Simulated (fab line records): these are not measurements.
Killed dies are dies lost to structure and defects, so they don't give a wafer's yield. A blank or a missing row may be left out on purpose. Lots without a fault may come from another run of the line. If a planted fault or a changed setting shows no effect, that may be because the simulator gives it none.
Matching of chambers -- flow sfqLine -- cmp-02 running SFQ_TRILAYER_I1_CMP_CMP_046: 4 sister chambers
The step polishes SiO2. 22 wafers are shown with their chamber, then 11 later ones without.

EACH WAFER AND ITS CHAMBER
wafer,chamber,motorCurrentA (A),timeToEndpointS (s),headPressurePsi (psi)
L984.2,1,9.5,225,3.001
L984.4,0,9.8,226,2.990
L984.6,2,9.5,225,3.006
L985.3,3,11.5,221,3.006
L985.1,2,9.7,219,2.997
L985.6,3,12.2,226,2.994
L988.2,2,9.7,208,2.992
L988.5,2,10.0,221,2.993
L988.6,1,10.5,224,3.006
L989.4,2,9.3,219,3.007
L989.3,1,10.1,213,3.012
L989.6,2,9.7,218,3.007
L991.2,0,10.4,201,2.996
L991.4,2,9.0,214,3.002
L991.6,0,9.4,207,2.997
L992.2,0,9.5,210,3.003
L992.3,1,10.0,204,2.998
L992.6,1,10.2,219,3.012
L994.3,1,10.2,206,2.989
L994.4,0,8.9,203,2.999
L994.6,2,10.0,216,2.997
L100.1,1,10.5,202,3.010

SIGNATURES, as means of the wafers listed above
reading,chamber 0,chamber 1,chamber 2,chamber 3,scatter within a chamber
motorCurrentA,9.600,10.143,9.613,11.850,0.406
timeToEndpointS,209.40,213.29,217.50,223.50,7.94
headPressurePsi,2.99700,3.00400,3.00012,3.00000,0.00695
Rule: a wafer lies at a distance from a chamber equal to the root of the sum of squares, over the readings, of (its reading less the chamber's mean, divided by the reading's scatter). If the next closest chamber is less than 2 further off than the closest, the wafer can't be placed; otherwise it belongs to the closest. The scatter is the square root of a quotient: the sum, over the shown wafers, of each reading's squared deviation from its chamber's mean, divided by wafers minus chambers.

WAFERS WHOSE CHAMBER IS MISSING
wafer,motorCurrentA (A),timeToEndpointS (s),headPressurePsi (psi)
L100.2,9.9,207,2.998
L100.3,12.1,215,3.003
L103.3,10.4,211,3.000
L103.4,9.4,217,2.998
L103.6,10.0,217,3.001
L106.3,9.4,203,2.994
L106.4,9.5,209,3.001
L106.5,10.2,215,3.003
L107.1,12.4,216,3.001
L107.2,9.7,220,3.003
L107.3,10.0,212,2.998

WHICH CHAMBER EACH ONE RAN IN
wafer,from the rows above,in truth
L100.2,can't be placed: 0 or 1 or 2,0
L100.3,3,3
L103.3,can't be placed: 1 or 0 or 2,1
L103.4,can't be placed: 2 or 0 or 1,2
L103.6,can't be placed: 1 or 2 or 0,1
L106.3,can't be placed: 0 or 2 or 1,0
L106.4,can't be placed: 0 or 2 or 1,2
L106.5,can't be placed: 1 or 2 or 0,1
L107.1,3,3
L107.2,can't be placed: 2 or 1 or 0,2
L107.3,can't be placed: 1 or 0 or 2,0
2 of 11 placed correctly. From these rows, 9 cannot be placed; in 9 the true chamber is one of the candidates. Number placed wrongly: 0.
